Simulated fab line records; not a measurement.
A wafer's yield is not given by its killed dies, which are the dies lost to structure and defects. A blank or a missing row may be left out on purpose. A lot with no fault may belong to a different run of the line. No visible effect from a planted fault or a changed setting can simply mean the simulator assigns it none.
fab line records	flow sky130
[record] lots = 24	wafers = 72	lastDay = 50
route steps=708 shown NWELL@34 POLY_CUT@316 METAL1@449 METAL3@532
lots untouched by any fault: they come from a run of this same line in which no faults occurred
startH: the number of hours between the record's first day and the start of the first shown wafer of the lot	waitH: hours since the lot's step before	" the same as in the row above	L1.1+2: a row that stands for several wafers	- value missing, or start not given	* or withheld: withheld	< > ~ a bound
route shown NAME@n: a module of which the file shows steps, and the number in the route of the first	usual: mean and standard deviation over wafers with no fault	same: alike in all rows	chamber/n: place in a boat	sites: each site's reading	_std_site: standard deviation across them	_edge_site: the outer-site mean with the inner-site mean subtracted	radiusMm: how far each site lies from the wafer's centre	mask NAME#n: copy n	behind: tool/chamber where the wafer was last shaped	hold: what put the lot on hold/how long, in hours/how the hold closed	device: which transistor (n, p or np) failed to switch	end of line: tests run on the same wafers once the route is complete	a step without rows: its recipe alone	killed: at the first sort, the dies lost to defects and structure; wafer yield is something else	map: a wafer's dies, x killed, . not, _ none there
set.NAME: the setting that was run; set.NAME@STEP: the one run at that earlier step	model.NAME: the simulator's own value behind a step, which no gauge read
steps of the route over a sample of lots; a table a step, a row a wafer
services: from which hour (startH, from the record's first day; less than 0 if before it) a tool's chamber was out of use, for how many hours, and why
[[steps]]
[step SKY_NWELL_THK_MEAS_02]
[recipe] reads = SiO2_of_NWELL_OXIDATION_01
[usual] NWELL_OXIDATION_THK = 10.06/0.17
lot.wafer	tool	chamber	startH	waitH	NWELL_OXIDATION_THK[nm]
L074.3	filmMetro-02	-	35.46	0.0	10.18
L074.5	"	-	"	"	10.22
L074.6	"	-	"	"	10.18
L075.1	filmMetro-03	-	41.61	0.0	10.08
L075.3	"	-	"	"	9.96
L075.5	"	-	"	"	10.10
L076.1	filmMetro-03	-	47.61	0.0	10.21
L076.4	"	-	"	"	9.92
L076.5	"	-	"	"	9.93
L077.2	filmMetro-02	-	55.35	0.0	10.01
L077.5	"	-	"	"	10.16
L077.6	"	-	"	"	10.29
L078.3	filmMetro-04	-	61.60	0.0	10.14
L078.5	"	-	"	"	10.03
L078.6	"	-	"	"	10.04
L079.2	filmMetro-04	-	64.15	0.0	10.36
L079.4	"	-	"	"	10.12
L079.6	"	-	"	"	10.25
L080.3	filmMetro-04	-	68.28	0.0	10.20
L080.4	"	-	"	"	10.30
L080.6	"	-	"	"	10.32
L081.2	filmMetro-03	-	75.12	0.0	10.14
L081.3	"	-	"	"	10.17
L081.6	"	-	"	"	10.23
L082.1	filmMetro-04	-	80.93	0.0	10.18
L082.5	"	-	"	"	9.89
L082.6	"	-	"	"	10.16
L083.1	filmMetro-04	-	83.84	0.0	9.93
L083.2	"	-	"	"	10.04
L083.4	"	-	"	"	10.02
L084.2	filmMetro-02	-	87.02	0.0	9.88
L084.4	"	-	"	"	10.11
L084.5	"	-	"	"	10.05
L085.2	filmMetro-04	-	93.32	0.0	9.99
L085.3	"	-	"	"	9.92
L085.4	"	-	"	"	10.01
L086.4	filmMetro-04	-	106.01	0.0	10.29
L086.5	"	-	"	"	10.18
L086.6	"	-	"	"	10.16
L087.2	filmMetro-04	-	111.44	0.0	10.17
L087.4	"	-	"	"	10.31
L087.6	"	-	"	"	10.28
L089.1	filmMetro-04	-	115.03	0.0	10.03
L089.4	"	-	"	"	10.07
L089.5	"	-	"	"	10.10
L088.2	filmMetro-03	-	115.04	0.0	9.73
L088.3	"	-	"	"	9.80
L088.5	"	-	"	"	9.98
L090.1	filmMetro-02	-	120.87	0.0	10.00
L090.2	"	-	"	"	9.94
L090.4	"	-	"	"	9.99
L091.1	filmMetro-02	-	123.80	0.0	9.98
L091.3	"	-	"	"	10.04
L091.4	"	-	"	"	9.92
L092.2	filmMetro-04	-	132.46	0.0	10.31
L092.4	"	-	"	"	10.12
L092.5	"	-	"	"	10.20
L093.2	filmMetro-02	-	138.04	0.0	9.86
L093.5	"	-	"	"	10.04
L093.6	"	-	"	"	9.73
L094.4	filmMetro-03	-	140.98	0.0	9.93
L094.5	"	-	"	"	9.86
L094.6	"	-	"	"	9.83
L095.1	filmMetro-04	-	145.93	0.0	10.15
L095.2	"	-	"	"	10.09
L095.5	"	-	"	"	10.19
L096.1	filmMetro-04	-	150.73	0.0	10.15
L096.5	"	-	"	"	10.19
L096.6	"	-	"	"	10.17
L097.1	filmMetro-02	-	156.55	0.0	10.29
L097.4	"	-	"	"	10.26
L097.6	"	-	"	"	10.31
[step SKY_POLY_CUT_OVL_MEAS_09]
[usual] POLY_CUT_OVL = 1/5
lot.wafer	tool	chamber	startH	waitH	POLY_CUT_OVL[nm]
L074.3	overlay-01	-	553.58	0.1	2
L074.5	"	-	"	"	-2
L074.6	"	-	"	"	2
L075.1	overlay-01	-	563.14	0.1	-3
L075.3	"	-	"	"	3
L075.5	"	-	"	"	4
L076.1	overlay-01	-	572.23	0.1	1
L076.4	"	-	"	"	0
L076.5	"	-	"	"	9
L077.2	overlay-01	-	588.54	0.1	12
L077.5	"	-	"	"	11
L077.6	"	-	"	"	13
L078.3	overlay-01	-	600.05	0.1	6
L078.5	"	-	"	"	2
L078.6	"	-	"	"	3
L079.2	overlay-01	-	605.19	0.8	0
L079.4	"	-	"	"	0
L079.6	"	-	"	"	-6
L080.3	overlay-01	-	613.35	0.1	-1
L080.4	"	-	"	"	-1
L080.6	"	-	"	"	-1
L081.2	overlay-01	-	623.57	0.1	1
L081.3	"	-	"	"	3
L081.6	"	-	"	"	0
L082.1	overlay-02	-	631.56	0.1	1
L082.5	"	-	"	"	3
L082.6	"	-	"	"	2
L083.1	overlay-01	-	645.08	0.1	5
L083.2	"	-	"	"	7
L083.4	"	-	"	"	7
L084.2	overlay-01	-	645.44	0.1	-6
L084.4	"	-	"	"	-2
L084.5	"	-	"	"	-1
L085.2	overlay-02	-	653.47	0.1	0
L085.3	"	-	"	"	-10
L085.4	"	-	"	"	-2
L086.4	overlay-01	-	674.61	0.1	3
L086.5	"	-	"	"	2
L086.6	"	-	"	"	0
L087.2	overlay-01	-	678.59	0.1	-11
L087.4	"	-	"	"	-7
L087.6	"	-	"	"	-9
L089.1	overlay-02	-	689.89	0.1	0
L089.4	"	-	"	"	-3
L089.5	"	-	"	"	-1
L088.2	overlay-01	-	691.42	0.1	4
L088.3	"	-	"	"	-3
L088.5	"	-	"	"	3
L090.1	overlay-01	-	695.56	0.1	1
L090.2	"	-	"	"	-4
L090.4	"	-	"	"	1
L091.1	overlay-02	-	699.93	0.1	-1
L091.3	"	-	"	"	-1
L091.4	"	-	"	"	0
L092.2	overlay-02	-	714.30	0.1	-2
L092.4	"	-	"	"	2
L092.5	"	-	"	"	0
L093.2	overlay-02	-	716.14	0.1	-5
L093.5	"	-	"	"	-8
L093.6	"	-	"	"	-12
L094.4	overlay-02	-	729.95	0.1	10
L094.5	"	-	"	"	2
L094.6	"	-	"	"	14
L095.1	overlay-02	-	732.96	0.1	4
L095.2	"	-	"	"	5
L095.5	"	-	"	"	2
L096.1	overlay-01	-	740.31	0.1	6
L096.5	"	-	"	"	5
L096.6	"	-	"	"	6
L097.1	overlay-02	-	742.33	0.1	1
L097.4	"	-	"	"	-1
L097.6	"	-	"	"	1
[step SKY_POLY_CUT_ETCH_11]
[recipe] target = Si3N4	chemistry = CF4/CH2F2/Ar	stopOn = poly-Si	sourceW = 600	biasW = 153	pressureMtorr = 40	cf4FlowSccm = 40	ch2f2FlowSccm = 20	Ar_flow_sccm = 150	timeS = 42.5	targetDepthA = 600
[usual] cf4FlowSccm = 39.97/0.13	chamberPressureMTorr = 40.00/0.037	drypumpMotorCurrentA = 5.6/0.44	oesProductAu = 0.824/0.0057	throttleValvePct = 14.993/0.0092
lot.wafer	tool	chamber	startH	waitH	cf4FlowSccm	chamberPressureMTorr	drypumpMotorCurrentA	oesProductAu	rfHoursCounterH	throttleValvePct
L074.3	rieDiel-02	1	553.64	0.0	39.86	39.97	6.3	0.833	43	14.984
L074.5	"	3	"	"	39.86	39.99	5.4	0.828	-	14.995
L074.6	"	2	"	"	40.03	39.92	5.7	0.817	-	14.994
L075.1	rieDiel-01	1	563.22	0.0	39.98	39.94	5.0	0.823	37	14.987
L075.3	"	2	"	"	39.94	40.03	5.8	0.818	79	14.993
L075.5	"	2	"	"	39.81	39.98	5.8	0.819	-	14.987
L076.1	rieDiel-02	1	572.31	0.0	39.76	40.00	6.4	0.820	44	15.005
L076.4	"	0	"	"	40.05	39.97	5.7	0.818	13	15.003
L076.5	"	3	"	"	39.97	40.03	5.4	0.827	-	14.997
L077.2	rieDiel-04	2	588.61	0.0	39.94	39.98	5.7	0.818	62	14.983
L077.5	"	0	"	"	39.79	40.03	5.4	0.816	-	14.991
L077.6	"	1	"	"	39.94	39.97	4.9	0.830	-	14.996
L078.3	rieDiel-02	3	600.12	0.0	39.88	39.97	5.4	0.827	21	14.988
L078.5	"	1	"	"	40.07	39.94	6.4	0.825	-	14.993
L078.6	"	0	"	"	40.01	40.00	5.7	0.826	-	14.973
L079.2	rieDiel-02	0	605.26	0.0	39.75	39.90	5.7	0.827	13	14.990
L079.4	"	0	"	"	39.80	39.98	5.7	0.820	-	14.988
L079.6	"	3	"	"	40.11	40.04	5.4	0.819	-	14.988
L080.3	rieDiel-01	2	613.42	0.0	40.10	40.01	5.8	0.821	0	14.999
L080.4	"	1	"	"	40.01	39.95	4.9	0.836	38	15.004
L080.6	"	1	"	"	39.97	39.99	4.9	0.827	-	15.007
L081.2	rieDiel-01	0	623.64	0.0	39.99	39.99	5.9	0.826	12	14.998
L081.3	"	3	"	"	39.76	39.98	5.7	0.823	7	14.985
L081.6	"	0	"	"	39.97	39.98	5.9	0.820	-	15.007
L082.1	rieDiel-01	2	631.64	0.0	39.95	40.00	5.8	0.826	1	14.992
L082.5	"	1	"	"	40.05	39.98	5.0	0.823	-	14.980
L082.6	"	0	"	"	40.07	40.01	5.9	0.828	-	14.998
L083.1	rieDiel-02	3	645.16	0.0	39.90	40.00	5.4	0.822	22	14.988
L083.2	"	2	"	"	40.00	40.05	5.8	0.824	10	14.997
L083.4	"	1	"	"	40.06	39.95	6.4	0.821	45	14.973
L084.2	rieDiel-01	3	645.51	0.0	40.08	40.00	5.7	0.826	8	14.993
L084.4	"	1	"	"	40.03	40.03	4.9	0.833	39	14.997
L084.5	"	1	"	"	39.96	39.94	4.9	0.835	-	14.993
L085.2	rieDiel-01	3	653.54	0.0	39.90	40.00	5.7	0.824	8	14.990
L085.3	"	0	"	"	40.12	39.95	5.9	0.823	13	14.993
L085.4	"	1	"	"	39.95	40.02	5.0	0.826	39	15.004
L086.4	rieDiel-01	2	674.67	0.0	39.95	39.94	5.8	0.825	2	14.998
L086.5	"	0	"	"	39.95	39.95	5.9	0.830	-	14.985
L086.6	"	1	"	"	40.02	39.99	4.9	0.826	-	14.988
L087.2	rieDiel-04	0	678.66	0.0	39.99	40.02	5.4	0.815	0	14.982
L087.4	"	0	"	"	40.06	40.03	5.5	0.836	-	14.984
L087.6	"	1	"	"	40.03	39.97	4.9	0.826	-	14.974
L089.1	rieDiel-01	0	689.97	0.0	40.19	39.96	5.9	0.821	14	14.995
L089.4	"	1	"	"	39.71	39.96	4.9	0.814	-	14.996
L089.5	"	2	"	"	40.01	39.92	5.8	0.815	-	14.993
L088.2	rieDiel-02	3	691.49	0.0	39.99	40.03	5.4	0.822	23	14.981
L088.3	"	1	"	"	40.03	39.95	6.4	0.822	46	15.004
L088.5	"	1	"	"	39.80	39.97	6.4	0.813	-	14.994
L090.1	rieDiel-01	2	695.64	0.0	39.86	40.02	5.8	0.829	2	14.995
L090.2	"	1	"	"	39.93	40.02	4.9	0.826	40	14.989
L090.4	"	2	"	"	39.97	39.99	5.8	0.831	-	15.002
L091.1	rieDiel-01	2	700.01	0.0	39.87	40.06	5.8	0.825	2	14.982
L091.3	"	1	"	"	39.85	40.02	5.0	0.822	40	14.981
L091.4	"	3	"	"	39.84	39.99	5.7	0.823	9	14.983
L092.2	rieDiel-02	3	714.37	0.0	39.84	39.96	5.4	0.824	23	14.974
L092.4	"	1	"	"	40.18	39.99	6.4	0.815	46	14.990
L092.5	"	1	"	"	40.14	40.02	6.4	0.816	-	14.980
L093.2	rieDiel-04	2	716.21	0.0	40.03	40.05	5.7	0.820	1	15.001
L093.5	"	0	"	"	39.71	40.02	5.4	0.813	-	14.984
L093.6	"	3	"	"	40.11	39.95	4.8	0.814	-	15.007
L094.4	rieDiel-02	1	730.03	0.0	39.78	40.02	6.3	0.836	-	14.997
L094.5	"	3	"	"	40.03	40.00	5.4	0.831	-	15.004
L094.6	"	2	"	"	39.91	40.03	5.8	0.834	-	14.986
L095.1	rieDiel-02	1	733.04	0.0	40.15	40.03	6.3	0.827	47	14.983
L095.2	"	2	"	"	39.79	39.99	5.8	0.827	12	14.995
L095.5	"	2	"	"	40.00	39.96	5.7	0.814	-	14.992
L096.1	rieDiel-04	2	740.39	0.0	40.15	40.01	5.7	0.822	1	14.987
L096.5	"	0	"	"	39.90	39.97	5.4	0.823	-	15.004
L096.6	"	1	"	"	39.84	39.96	5.0	0.817	-	14.983
L097.1	rieDiel-01	2	742.41	0.0	40.06	40.02	5.8	0.834	4	14.993
L097.4	"	0	"	"	40.01	39.97	5.9	0.827	15	15.016
L097.6	"	2	"	"	40.07	39.91	5.8	0.832	-	14.993
[step SKY_POLY_CUT_STRIP_12]
[recipe] chemistry = O2/N2	powerW = 1400	pressureMtorr = 1500	platenTempC = withheld	o2FlowSccm = 3000	n2FlowSccm = 300	overashFraction = 0.5
[usual] chamberPressureMTorr = 1500.0/1.3	drypumpMotorCurrentA = 5.6/0.32	oesProductAu = 0.452/0.0043	stripTimeToEndpointS = 5.352/0.015
lot.wafer	tool	chamber	startH	waitH	chamberPressureMTorr	drypumpMotorCurrentA	oesProductAu	rfHoursCounterH	stripTimeToEndpointS
L074.3	plasmaAsher-04	1	553.72	0.1	1499.3	5.7	0.453	-	5.350
L074.5	"	0	"	"	1499.3	5.8	0.450	-	5.374
L074.6	"	1	"	"	1499.9	5.7	0.458	-	5.352
L075.1	plasmaAsher-01	1	563.26	0.0	1497.7	5.6	0.446	71	5.343
L075.3	"	0	"	"	1500.6	6.1	0.457	-	5.335
L075.5	"	1	"	"	1500.2	5.6	0.455	-	5.349
L076.1	plasmaAsher-01	1	572.35	0.0	1499.3	5.6	0.458	72	5.362
L076.4	"	0	"	"	1502.0	6.1	0.448	-	5.359
L076.5	"	1	"	"	1500.7	5.6	0.451	-	5.359
L077.2	plasmaAsher-01	1	588.65	0.0	1497.7	5.6	0.464	74	5.362
L077.5	"	1	"	"	1499.8	5.6	0.446	-	5.348
L077.6	"	0	"	"	1498.1	6.1	0.455	-	5.360
L078.3	plasmaAsher-04	1	600.19	0.1	1500.4	5.8	0.454	-	5.349
L078.5	"	1	"	"	1498.6	5.8	0.454	-	5.361
L078.6	"	0	"	"	1500.1	5.8	0.453	-	5.362
L079.2	plasmaAsher-03	1	605.30	0.0	1498.4	5.1	0.455	47	5.385
L079.4	"	1	"	"	1499.4	5.2	0.454	-	5.357
L079.6	"	0	"	"	1498.2	5.4	0.459	-	5.383
L080.3	plasmaAsher-03	0	613.49	0.1	1498.8	5.4	0.458	-	5.375
L080.4	"	1	"	"	1500.8	5.1	0.453	-	5.364
L080.6	"	0	"	"	1500.7	5.4	0.458	-	5.358
L081.2	plasmaAsher-04	0	623.68	0.0	1501.4	5.8	0.454	19	5.353
L081.3	"	0	"	"	1501.7	5.8	0.458	-	5.346
L081.6	"	1	"	"	1499.8	5.8	0.450	-	5.359
L082.1	plasmaAsher-03	0	631.68	0.0	1498.6	5.4	0.457	50	5.331
L082.5	"	1	"	"	1500.4	5.1	0.456	-	5.358
L082.6	"	0	"	"	1500.5	5.4	0.456	-	5.371
L083.1	plasmaAsher-01	0	645.20	0.0	1500.7	6.1	0.453	80	5.333
L083.2	"	1	"	"	1499.2	5.6	0.452	80	5.361
L083.4	"	1	"	"	1501.8	5.6	0.456	-	5.348
L084.2	plasmaAsher-03	0	645.55	0.0	1500.8	5.4	0.446	51	5.345
L084.4	"	0	"	"	1500.2	5.4	0.453	-	5.347
L084.5	"	0	"	"	1499.6	5.4	0.445	-	5.321
L085.2	plasmaAsher-03	0	653.58	0.0	1500.5	5.4	0.443	52	5.366
L085.3	"	0	"	"	1500.5	5.5	0.452	-	5.367
L085.4	"	1	"	"	1499.5	5.1	0.454	-	5.352
L086.4	plasmaAsher-01	0	674.74	0.1	1501.0	6.1	0.455	-	5.335
L086.5	"	0	"	"	1499.9	6.1	0.451	-	5.374
L086.6	"	1	"	"	1501.0	5.6	0.456	-	5.350
L087.2	plasmaAsher-03	0	678.70	0.0	1498.1	5.4	0.447	55	5.360
L087.4	"	1	"	"	1500.5	5.2	0.453	-	5.387
L087.6	"	1	"	"	1501.5	5.2	0.447	-	5.373
L089.1	plasmaAsher-03	0	690.01	0.0	1499.2	5.4	0.454	56	5.335
L089.4	"	1	"	"	1500.2	5.1	0.452	-	5.345
L089.5	"	0	"	"	1501.2	5.4	0.458	-	5.339
L088.2	plasmaAsher-03	1	691.53	0.0	1498.9	5.1	0.455	56	5.354
L088.3	"	0	"	"	1499.4	5.4	0.450	-	5.327
L088.5	"	0	"	"	1501.6	5.4	0.451	-	5.340
L090.1	plasmaAsher-03	1	695.68	0.0	1498.5	5.1	0.445	56	5.356
L090.2	"	0	"	"	1499.5	5.4	0.457	56	5.375
L090.4	"	1	"	"	1500.2	5.2	0.448	-	5.364
L091.1	plasmaAsher-04	1	700.05	0.0	1499.2	5.8	0.450	27	5.349
L091.3	"	1	"	"	1500.0	5.8	0.456	-	5.362
L091.4	"	0	"	"	1502.5	5.8	0.448	-	5.373
L092.2	plasmaAsher-01	0	714.41	0.0	1500.8	6.1	0.453	87	5.340
L092.4	"	0	"	"	1498.3	6.1	0.453	-	5.348
L092.5	"	1	"	"	1499.0	5.6	0.450	-	5.353
L093.2	plasmaAsher-01	1	716.25	0.0	1501.2	5.6	0.450	87	5.350
L093.5	"	0	"	"	1501.1	6.1	0.449	-	5.339
L093.6	"	1	"	"	1500.7	5.6	0.457	-	5.350
L094.4	plasmaAsher-04	1	730.08	0.0	1500.6	5.8	0.459	-	5.347
L094.5	"	1	"	"	1498.5	5.8	0.450	-	5.326
L094.6	"	0	"	"	1497.5	5.8	0.448	-	5.341
L095.1	plasmaAsher-03	1	733.08	0.0	1499.9	5.1	0.450	60	5.354
L095.2	"	0	"	"	1498.6	5.4	0.449	60	5.389
L095.5	"	0	"	"	1499.9	5.4	0.457	-	5.380
L096.1	plasmaAsher-01	1	740.43	0.0	1497.6	5.6	0.455	90	5.345
L096.5	"	0	"	"	1502.4	6.1	0.453	-	5.328
L096.6	"	1	"	"	1500.1	5.6	0.452	-	5.319
L097.1	plasmaAsher-01	1	742.45	0.0	1499.8	5.6	0.459	90	5.342
L097.4	"	1	"	"	1498.7	5.7	0.457	-	5.361
L097.6	"	0	"	"	1498.2	6.1	0.452	-	5.340
[step SKY_METAL1_CD_MEAS_15]
[recipe] targetCdNm = 140
[usual] cdNm = 139.9/1.4
lot.wafer	tool	chamber	startH	waitH	cdNm
L074.3	cdSem-02	-	761.55	-	139.1
L074.5	"	-	"	"	138.8
L074.6	"	-	"	"	138.7
L075.1	cdSem-01	-	769.21	-	139.0
L075.3	"	-	"	"	138.3
L075.5	"	-	"	"	138.4
L076.1	cdSem-01	-	778.74	-	140.7
L076.4	"	-	"	"	140.1
L076.5	"	-	"	"	140.6
L077.2	cdSem-01	-	791.04	-	139.6
L077.5	"	-	"	"	141.0
L077.6	"	-	"	"	139.7
L078.3	cdSem-02	-	805.33	-	140.7
L078.5	"	-	"	"	139.4
L078.6	"	-	"	"	140.9
L079.2	cdSem-01	-	806.54	-	141.2
L079.4	"	-	"	"	139.8
L079.6	"	-	"	"	140.8
L080.3	cdSem-02	-	814.55	-	140.2
L080.4	"	-	"	"	140.5
L080.6	"	-	"	"	140.3
L081.2	cdSem-01	-	822.03	-	141.3
L081.3	"	-	"	"	141.6
L081.6	"	-	"	"	139.2
L082.1	cdSem-01	-	829.62	-	140.3
L082.5	"	-	"	"	141.4
L082.6	"	-	"	"	140.3
L083.1	cdSem-01	-	843.96	-	138.2
L083.2	"	-	"	"	139.2
L083.4	"	-	"	"	138.4
L084.2	cdSem-01	-	844.49	-	138.0
L084.4	"	-	"	"	138.6
L084.5	"	-	"	"	138.2
L085.2	cdSem-01	-	853.21	-	140.0
L085.3	"	-	"	"	139.4
L085.4	"	-	"	"	140.6
L086.4	cdSem-02	-	869.27	-	139.4
L086.5	"	-	"	"	138.2
L086.6	"	-	"	"	137.8
L087.2	cdSem-01	-	874.54	-	142.1
L087.4	"	-	"	"	143.6
L087.6	"	-	"	"	142.6
L089.1	cdSem-02	-	882.50	-	140.3
L089.4	"	-	"	"	141.0
L089.5	"	-	"	"	139.6
L088.2	cdSem-01	-	886.57	-	139.7
L088.3	"	-	"	"	139.9
L088.5	"	-	"	"	140.5
L090.1	cdSem-02	-	887.43	-	139.1
L090.2	"	-	"	"	139.4
L090.4	"	-	"	"	136.7
L091.1	cdSem-01	-	891.97	-	138.7
L091.3	"	-	"	"	137.5
L091.4	"	-	"	"	138.4
L092.2	cdSem-02	-	907.27	-	143.0
L092.4	"	-	"	"	139.4
L092.5	"	-	"	"	140.9
L093.2	cdSem-01	-	909.37	-	139.8
L093.5	"	-	"	"	141.2
L093.6	"	-	"	"	139.7
L094.4	cdSem-01	-	922.19	-	139.1
L094.5	"	-	"	"	139.2
L094.6	"	-	"	"	140.0
L095.1	cdSem-02	-	925.25	-	138.7
L095.2	"	-	"	"	139.6
L095.5	"	-	"	"	140.5
L096.1	cdSem-01	-	930.68	-	138.6
L096.5	"	-	"	"	141.1
L096.6	"	-	"	"	140.3
L097.1	cdSem-01	-	933.15	-	141.8
L097.4	"	-	"	"	142.2
L097.6	"	-	"	"	142.7
[step SKY_METAL3_SPUTTER_00]
[recipe] material = Ti	targetThkNm = 15	powerW = 3000	timeS = 10	chamberPressurePa = 0.4
[usual] throttleValvePct = 29.7/1
lot.wafer	tool	chamber	startH	waitH	throttleValvePct
L074.3	pvdSputter-02	-	847.91	0.2	28.3
L074.5	"	-	"	"	28.3
L074.6	"	-	"	"	29.9
L075.1	pvdSputter-04	-	854.56	0.2	31.3
L075.3	"	-	"	"	28.0
L075.5	"	-	"	"	28.4
L076.1	pvdSputter-04	-	864.14	0.1	28.2
L076.4	"	-	"	"	29.9
L076.5	"	-	"	"	29.5
L077.2	pvdSputter-01	-	876.70	0.2	29.5
L077.5	"	-	"	"	31.4
L077.6	"	-	"	"	31.0
L078.3	pvdSputter-01	-	889.94	0.1	29.5
L078.5	"	-	"	"	29.1
L078.6	"	-	"	"	30.7
L079.2	pvdSputter-02	-	891.69	0.2	28.4
L079.4	"	-	"	"	29.3
L079.6	"	-	"	"	29.0
L080.3	pvdSputter-04	-	899.57	0.1	30.8
L080.4	"	-	"	"	30.3
L080.6	"	-	"	"	30.5
L081.2	pvdSputter-02	-	906.42	0.1	29.3
L081.3	"	-	"	"	28.0
L081.6	"	-	"	"	30.1
L082.1	pvdSputter-04	-	914.70	0.1	29.7
L082.5	"	-	"	"	30.4
L082.6	"	-	"	"	29.7
L083.1	pvdSputter-02	-	927.64	0.2	28.1
L083.2	"	-	"	"	29.3
L083.4	"	-	"	"	28.8
L084.2	pvdSputter-04	-	927.96	0.1	28.2
L084.4	"	-	"	"	30.2
L084.5	"	-	"	"	28.1
L085.2	pvdSputter-01	-	935.66	0.1	30.4
L085.3	"	-	"	"	30.9
L085.4	"	-	"	"	31.4
L086.4	pvdSputter-01	-	950.74	0.2	31.2
L086.5	"	-	"	"	30.3
L086.6	"	-	"	"	29.4
L087.2	pvdSputter-01	-	955.70	0.2	31.3
L087.4	"	-	"	"	30.6
L087.6	"	-	"	"	29.3
L089.1	pvdSputter-01	-	963.00	0.2	30.4
L089.4	"	-	"	"	29.2
L089.5	"	-	"	"	29.2
L088.2	pvdSputter-04	-	967.45	0.1	28.1
L088.3	"	-	"	"	31.0
L088.5	"	-	"	"	30.3
L090.1	pvdSputter-02	-	968.34	0.2	29.2
L090.2	"	-	"	"	28.3
L090.4	"	-	"	"	28.4
L091.1	pvdSputter-02	-	973.66	0.1	30.2
L091.3	"	-	"	"	28.4
L091.4	"	-	"	"	30.0
L092.2	pvdSputter-02	-	985.89	0.2	28.6
L092.4	"	-	"	"	30.3
L092.5	"	-	"	"	28.4
L093.2	pvdSputter-04	-	990.10	0.1	30.9
L093.5	"	-	"	"	30.4
L093.6	"	-	"	"	29.6
L094.4	pvdSputter-01	-	1000.80	0.2	31.0
L094.5	"	-	"	"	31.5
L094.6	"	-	"	"	30.7
L095.1	pvdSputter-02	-	1005.78	0.2	30.0
L095.2	"	-	"	"	28.4
L095.5	"	-	"	"	30.1
L096.1	pvdSputter-02	-	1010.49	0.1	29.6
L096.5	"	-	"	"	28.3
L096.6	"	-	"	"	30.3
L097.1	pvdSputter-04	-	1011.08	0.1	27.9
L097.4	"	-	"	"	30.3
L097.6	"	-	"	"	30.8
[[services]]
tool	chamber	startH	hours	kind
rieDiel-01	0	545.92	15.7	repair
rieDiel-02	0	580.45	4.2	repair
rieDiel-02	0	587.60	8.4	repair
rieDiel-02	3	591.47	3.3	repair
rieDiel-02	2	591.71	2.5	repair
rieDiel-01	1	594.20	1.3	repair
rieDiel-02	2	603.24	9.4	repair
rieDiel-01	3	616.17	1.9	repair
plasmaAsher-03	-	661.21	2.8	pm
pvdSputter-02	-	663.01	2.0	repair
rieDiel-02	0	685.81	2.6	repair
rieDiel-01	3	687.91	8.4	repair
rieDiel-02	0	724.90	11.1	repair
plasmaAsher-01	-	732.18	2.8	pm
pvdSputter-02	-	790.80	6.8	repair
plasmaAsher-01	-	815.12	2.1	repair
rieDiel-01	0	831.13	16.3	repair
plasmaAsher-01	-	869.28	0.9	repair
rieDiel-01	1	889.88	3.0	repair
rieDiel-01	-	901.19	2.8	pm
rieDiel-02	3	912.52	9.1	repair
rieDiel-01	1	930.33	10.4	repair
rieDiel-01	2	941.44	3.8	repair
plasmaAsher-01	-	963.39	1.2	repair
[[key]]
fault none
